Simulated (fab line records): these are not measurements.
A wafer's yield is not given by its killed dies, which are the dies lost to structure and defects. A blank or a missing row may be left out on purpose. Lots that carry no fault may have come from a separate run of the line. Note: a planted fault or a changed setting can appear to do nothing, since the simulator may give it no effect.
Matching of chambers || flow gf180mcu || cmp-01 running GF_V2_CMP_26: 4 sister chambers
The step polishes, stops on SiO2, t overpolish 15 s, target thk 0 nm. 8 wafers are shown with their chamber, then 12 later ones without.

== WAFERS PAIRED WITH THEIR CHAMBERS ==
{"wafer": "L090.2", "chamber": 1, "motor_current_A (A)": 8.9, "platen_rpm (rpm)": 60.03}
{"wafer": "L090.3", "chamber": 0, "motor_current_A (A)": 11.5, "platen_rpm (rpm)": 59.96}
{"wafer": "L090.6", "chamber": 0, "motor_current_A (A)": 11.6, "platen_rpm (rpm)": 59.97}
{"wafer": "L092.1", "chamber": 3, "motor_current_A (A)": 10.4, "platen_rpm (rpm)": 59.96}
{"wafer": "L092.2", "chamber": 1, "motor_current_A (A)": 9.1, "platen_rpm (rpm)": 60.01}
{"wafer": "L093.1", "chamber": 2, "motor_current_A (A)": 10.5, "platen_rpm (rpm)": 59.97}
{"wafer": "L093.3", "chamber": 3, "motor_current_A (A)": 10.0, "platen_rpm (rpm)": 59.90}
{"wafer": "L093.6", "chamber": 2, "motor_current_A (A)": 10.3, "platen_rpm (rpm)": 60.01}

== WAFERS MISSING THEIR CHAMBER ==
{"wafer": "L094.2", "motor_current_A (A)": 11.7, "platen_rpm (rpm)": 60.00}
{"wafer": "L094.4", "motor_current_A (A)": 10.5, "platen_rpm (rpm)": 59.99}
{"wafer": "L094.5", "motor_current_A (A)": 10.3, "platen_rpm (rpm)": 60.03}
{"wafer": "L095.2", "motor_current_A (A)": 11.9, "platen_rpm (rpm)": 60.00}
{"wafer": "L095.3", "motor_current_A (A)": 9.5, "platen_rpm (rpm)": 59.92}
{"wafer": "L095.4", "motor_current_A (A)": 10.1, "platen_rpm (rpm)": 60.03}
{"wafer": "L096.2", "motor_current_A (A)": 11.1, "platen_rpm (rpm)": 60.02}
{"wafer": "L096.3", "motor_current_A (A)": 11.0, "platen_rpm (rpm)": 59.98}
{"wafer": "L096.4", "motor_current_A (A)": 11.5, "platen_rpm (rpm)": 60.01}
{"wafer": "L097.4", "motor_current_A (A)": 9.8, "platen_rpm (rpm)": 60.01}
{"wafer": "L097.5", "motor_current_A (A)": 11.8, "platen_rpm (rpm)": 59.99}
{"wafer": "L097.6", "motor_current_A (A)": 8.9, "platen_rpm (rpm)": 60.01}

== THE CHAMBER EACH PASSED THROUGH ==
{"wafer": "L094.2", "from the rows above": 0, "in truth": 0}
{"wafer": "L094.4", "from the rows above": 2, "in truth": 2}
{"wafer": "L094.5", "from the rows above": 2, "in truth": 2}
{"wafer": "L095.2", "from the rows above": 0, "in truth": 0}
{"wafer": "L095.3", "from the rows above": "can't be placed: 3 or 1 or 2", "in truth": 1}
{"wafer": "L095.4", "from the rows above": "can't be placed: 2 or 3", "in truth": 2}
{"wafer": "L096.2", "from the rows above": "can't be placed: 0 or 2", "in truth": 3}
{"wafer": "L096.3", "from the rows above": "can't be placed: 0 or 2 or 3", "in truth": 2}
{"wafer": "L096.4", "from the rows above": 0, "in truth": 0}
{"wafer": "L097.4", "from the rows above": "can't be placed: 2 or 3 or 1", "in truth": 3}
{"wafer": "L097.5", "from the rows above": 0, "in truth": 0}
{"wafer": "L097.6", "from the rows above": 1, "in truth": 1}
7 of 12 placed correctly. Cannot be placed on the basis of these rows: 5; the candidates contain the true chamber in 4. Number placed wrongly: 0.
How it was worked out, from the rows above alone: a wafer's distance from a chamber is the root of the sum, over the readings, of the square of ((its reading less the chamber's mean) divided by the reading's scatter). If the next closest chamber is less than 2 further off than the closest, the wafer can't be placed; otherwise it belongs to the closest. The mean given for a chamber averages the wafers shown for that chamber. The scatter: take each reading less its chamber's mean, square it, sum over the shown wafers, divide by the number of wafers less the number of chambers, and take the root.
